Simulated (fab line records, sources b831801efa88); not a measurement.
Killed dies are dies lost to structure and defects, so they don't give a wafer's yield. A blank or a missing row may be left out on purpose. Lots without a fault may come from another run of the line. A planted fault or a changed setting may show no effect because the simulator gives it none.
Which tool did it? | flow gf180mcu | 11 lots, 33 wafers sampled, at 2 steps of a route of 602

WHAT THE GAUGES READ, wafer by wafer
GF_M1_THK_MEAS_06: measures by xrf. Usual: M1_ALCU_THK 454 nm, standard deviation 5.9.
lot  | measured     | on            | M1_ALCU_THK (nm) | flag
L727 | day 16 17:58 | film_metro-02 | 451 447 451      |
L731 | day 17 11:41 | film_metro-02 | 445 455 449      |
L732 | day 17 23:23 | film_metro-01 | 452 453 451      |
L733 | day 18 05:27 | film_metro-01 | 453 448 454      |
L734 | day 18 15:49 | film_metro-02 | 459 459 463      |
L737 | day 19 16:36 | film_metro-01 | 454 450 446      |
L738 | day 20 01:28 | film_metro-02 | 453 454 450      |
L740 | day 21 03:37 | film_metro-04 | 450 447 450      |
L741 | day 21 09:08 | film_metro-04 | 447 451 450      |
L745 | day 23 11:47 | film_metro-04 | 462 462 462      |
L747 | day 24 07:13 | film_metro-04 | 456 453 452      |

WHICH TOOL RAN EACH LOT (tool, then ch and the chambers of the sampled wafers, then the start)
lot  | GF_M1_SPUTTER_03
L727 | pvd_sputter-03, day 16 17:47
L731 | pvd_sputter-01, day 17 11:30
L732 | pvd_sputter-03, day 17 23:12
L733 | pvd_sputter-02, day 18 05:16
L734 | pvd_sputter-02, day 18 15:38
L737 | pvd_sputter-01, day 19 16:24
L738 | pvd_sputter-01, day 20 01:16
L740 | pvd_sputter-03, day 21 03:26
L741 | pvd_sputter-01, day 21 08:58
L745 | pvd_sputter-03, day 23 11:37
L747 | pvd_sputter-03, day 24 07:01
- GF_M1_SPUTTER_03: material Ti, target thk 10 nm, time 6.7 s.

WHAT THE TOOLS THEMSELVES READ (means of the sampled wafers that have a number; where no wafer has one, the mark that the record gives instead)
GF_M1_SPUTTER_03. Usual: chamber_pressure_pa 0.3000 Pa, standard deviation 0.00064; throttle_valve_pct 30.4 %, standard deviation 1.5.
lot  | tool           | chamber_pressure_pa (Pa) | throttle_valve_pct (%) | flag
L727 | pvd_sputter-03 | 0.2996                   | 30.0                   |
L731 | pvd_sputter-01 | 0.2998                   | 31.2                   |
L732 | pvd_sputter-03 | 0.2999                   | 29.8                   |
L733 | pvd_sputter-02 | 0.3000                   | 29.7                   |
L734 | pvd_sputter-02 | 0.2993                   | 29.9                   |
L737 | pvd_sputter-01 | 0.3004                   | 31.1                   |
L738 | pvd_sputter-01 | 0.2996                   | 33.1                   |
L740 | pvd_sputter-03 | 0.2999                   | 28.4                   |
L741 | pvd_sputter-01 | 0.3006                   | 30.4                   |
L745 | pvd_sputter-03 | 0.2999                   | 30.5                   |
L747 | pvd_sputter-03 | 0.3009                   | 29.3                   |

THE ANSWER, worked out from the rows above alone
Rule: a lot is off if the mean of its wafers that have a number lies more than 3 standard deviations from the usual mean. A lot without any number at a reading at which 4 lots or more have one is off too. The other lots that the step has rows for count as sound. The gauges are gone through in route order, then the tools' own readings, and for those a lot's mean is taken as printed above. The first step at which some lot is off is used, and at that step the reading that is off furthest; a lot without a number counts as furthest.
No lot is off at any reading shown: from this, nothing can be told.

WHAT THE SIMULATOR HAD PUT IN
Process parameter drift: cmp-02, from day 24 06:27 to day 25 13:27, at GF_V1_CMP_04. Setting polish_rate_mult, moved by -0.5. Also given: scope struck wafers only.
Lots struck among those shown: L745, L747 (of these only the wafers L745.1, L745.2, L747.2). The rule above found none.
